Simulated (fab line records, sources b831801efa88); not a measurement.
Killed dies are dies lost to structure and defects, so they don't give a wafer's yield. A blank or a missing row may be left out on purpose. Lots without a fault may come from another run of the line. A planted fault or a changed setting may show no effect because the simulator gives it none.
Chamber matching | flow gf180mcu | GF_V5_CMP_04 on cmp-01: 4 sister chambers
The step polishes SiO2. 4 wafers are shown with their chamber, then 8 later ones without.

WAFERS WITH THEIR CHAMBER
wafer  | chamber | motor_current_A (A)
L458.3 | 1       | 12.0
L462.1 | 2       | 11.3
L462.6 | 3       | 13.7
L464.1 | 0       | 11.8

WAFERS WITHOUT THEIR CHAMBER
wafer  | motor_current_A (A)
L464.2 | 11.4
L464.4 | 11.6
L473.2 | 11.4
L473.4 | 14.9
L473.6 | 11.7
L475.1 | 11.2
L475.4 | 12.6
L475.5 | 11.8

WHICH CHAMBER EACH WENT THROUGH
wafer  | from the rows above               | in truth
L464.2 | can't be placed: 2 or 0 or 1      | 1
L464.4 | can't be placed: 0 or 2 or 1      | 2
L473.2 | can't be placed: 2 or 0 or 1      | 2
L473.4 | 3                                 | 3
L473.6 | can't be placed: 0 or 1 or 2      | 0
L475.1 | can't be placed: 2 or 0 or 1      | 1
L475.4 | can't be placed: 1 or 0 or 3 or 2 | 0
L475.5 | can't be placed: 0 or 1 or 2      | 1
Placed correctly: 1 of 8. Can't be placed from these rows: 7 (the true chamber is among the candidates in 7). Placed wrongly: 0.
How it was worked out, from the rows above alone: a wafer's distance from a chamber is the root of the sum, over the readings, of the square of ((its reading less the chamber's mean) divided by the reading's scatter). The wafer belongs to the nearest chamber; if the next one is less than 2 further off, it can't be placed. A chamber's mean is the mean of its shown wafers. The scatter: with one shown wafer a chamber, the root of the mean of the squares of how far each hidden wafer lies from its nearest shown one.
